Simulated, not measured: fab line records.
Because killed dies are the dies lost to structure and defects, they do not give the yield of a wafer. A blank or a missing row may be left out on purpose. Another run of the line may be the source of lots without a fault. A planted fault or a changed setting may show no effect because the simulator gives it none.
The tool behind it: which one?	flow gf180mcu	Sampling: 24 lots, 72 wafers, 3 of 602 route steps

## WHAT EACH GAUGE READ, for each wafer
GF_HV_LDD_TW_MEAS_38.
lot	measured	on	HV_LDD_3_TW
L074	day 11 07:46	film_metro-04	1450 1443 1441
L075	day 11 18:05	film_metro-01	1444 1435 1436
L076	day 12 03:19	film_metro-04	1445 1442 1434
L077	day 12 10:55	film_metro-02	1430 1434 1434
L078	day 12 17:40	film_metro-02	1435 1432 1442
L079	day 13 06:47	film_metro-02	1433 1433 1435
L080	day 13 08:44	film_metro-04	1448 1453 1451
L081	day 13 20:43	film_metro-04	1453 1447 1463
L082	day 14 03:58	film_metro-04	1430 1439 1436
L083	day 14 13:05	film_metro-01	1434 1427 1426
L085	day 15 04:40	film_metro-01	1437 1433 1422
L084	day 15 06:22	film_metro-01	1426 1424 1437
L086	day 15 15:08	film_metro-04	1448 1448 1449
L087	day 15 18:22	film_metro-04	1453 1454 1452
L088	day 16 02:31	film_metro-02	1424 1427 1428
L089	day 16 16:11	film_metro-04	1443 1447 1451
L090	day 16 23:31	film_metro-04	1445 1450 1443
L091	day 17 10:52	film_metro-04	1450 1444 1445
L092	day 17 16:10	film_metro-04	1441 1436 1447
L093	day 17 20:59	film_metro-02	1433 1428 1426
L094	day 18 04:40	film_metro-02	1429 1429 1421
L095	day 18 13:06	film_metro-04	1446 1435 1444
L096	day 18 22:01	film_metro-04	1446 1441 1446
L097	day 19 08:13	film_metro-02	1428 1428 1430

GF_V1_THK_MEAS_03.
lot	measured	on	V1_CVD_02_THK (nm)
L074	day 16 20:26	film_metro-03	844 857 863
L075	day 17 07:05	film_metro-01	840 836 847
L076	day 17 18:36	film_metro-02	838 852 867
L077	day 18 02:34	film_metro-01	837 831 856
L078	day 18 13:25	film_metro-03	842 836 849
L079	day 19 02:29	film_metro-03	851 873 869
L080	day 19 06:14	film_metro-02	828 854 842
L081	day 19 19:13	film_metro-02	839 847 853
L082	day 20 03:38	film_metro-01	845 861 852
L083	day 20 15:56	film_metro-02	835 848 842
L085	day 21 09:32	film_metro-02	854 854 852
L084	day 21 10:25	film_metro-02	840 842 876
L086	day 21 20:47	film_metro-02	857 847 848
L087	day 22 00:25	film_metro-01	839 852 869
L088	day 22 07:04	film_metro-01	855 857 863
L089	day 22 22:46	film_metro-01	845 836 860
L090	day 23 05:16	film_metro-01	832 840 849
L091	day 23 17:26	film_metro-02	835 854 854
L092	day 23 23:36	film_metro-01	848 854 868
L093	day 24 02:05	film_metro-03	868 847 862
L094	day 24 10:06	film_metro-01	835 845 851
L095	day 24 19:08	film_metro-02	865 860 863
L096	day 25 02:29	film_metro-02	856 868 864
L097	day 25 10:22	film_metro-01	831 842 838

## WHAT TOOL EACH LOT RAN ON (gives the tool, then ch and the chambers of the sampled wafers, and finally the start)
lot	GF_M1_SPUTTER_02
L074	pvd_sputter-04, day 15 21:14
L075	pvd_sputter-03, day 16 07:50
L076	pvd_sputter-02, day 16 18:17
L077	pvd_sputter-04, day 17 02:26
L078	pvd_sputter-03, day 17 12:47
L079	pvd_sputter-04, day 18 02:15
L080	pvd_sputter-04, day 18 04:50
L081	pvd_sputter-02, day 18 17:20
L082	pvd_sputter-04, day 19 02:22
L083	pvd_sputter-04, day 19 14:41
L085	pvd_sputter-02, day 20 07:49
L084	pvd_sputter-04, day 20 09:33
L086	pvd_sputter-02, day 20 20:02
L087	pvd_sputter-02, day 20 23:41
L088	pvd_sputter-02, day 21 06:17
L089	pvd_sputter-03, day 21 21:35
L090	pvd_sputter-03, day 22 04:32
L091	pvd_sputter-02, day 22 17:47
L092	pvd_sputter-04, day 22 23:41
L093	pvd_sputter-04, day 23 02:20
L094	pvd_sputter-04, day 23 10:41
L095	pvd_sputter-04, day 23 19:53
L096	pvd_sputter-02, day 24 03:14
L097	pvd_sputter-04, day 24 12:29
- GF_M1_SPUTTER_02: material AlCu, target thk 450 nm, time 23.9 s.

## AS READ BY THE TOOLS THEMSELVES (means over the sampled wafers that have a number; for cases with no such wafer, the mark the record gives instead)
GF_M1_SPUTTER_02.
lot	tool	throttle_valve_pct (%)
L074	pvd_sputter-04	29.2
L075	pvd_sputter-03	30.3
L076	pvd_sputter-02	29.2
L077	pvd_sputter-04	28.7
L078	pvd_sputter-03	30.0
L079	pvd_sputter-04	28.7
L080	pvd_sputter-04	28.8
L081	pvd_sputter-02	29.2
L082	pvd_sputter-04	29.9
L083	pvd_sputter-04	29.3
L085	pvd_sputter-02	29.5
L084	pvd_sputter-04	29.9
L086	pvd_sputter-02	30.4
L087	pvd_sputter-02	29.8
L088	pvd_sputter-02	28.7
L089	pvd_sputter-03	30.7
L090	pvd_sputter-03	31.2
L091	pvd_sputter-02	30.4
L092	pvd_sputter-04	29.3
L093	pvd_sputter-04	28.5
L094	pvd_sputter-04	28.9
L095	pvd_sputter-04	29.3
L096	pvd_sputter-02	29.7
L097	pvd_sputter-04	28.6

## THE ANSWER, worked out from the rows above alone
Rule: usual is defined by the lots themselves. Put in order of their means at a reading, lots are off if they are a third of the lots or fewer, leave a main group of 4 or more, and stand apart from it by a gap of 3 or more times the standard deviation of the main group's means; of several such gaps the widest counts. A main group whose means are all the same, to the digits that the tables above print for the reading, isn't used. A lot without any number at a reading at which 4 lots or more have one is off too. All remaining lots with rows at the step are treated as sound. Order of review: gauges by route order, followed by the tools' own readings, for which a lot's mean as printed above is used. The first step at which some lot is off is used, and at that step the reading that is off furthest; a lot without a number counts as furthest.
No lot is off on any of the readings shown, so nothing can be concluded from this.

## WHAT WAS PUT IN BY THE SIMULATOR
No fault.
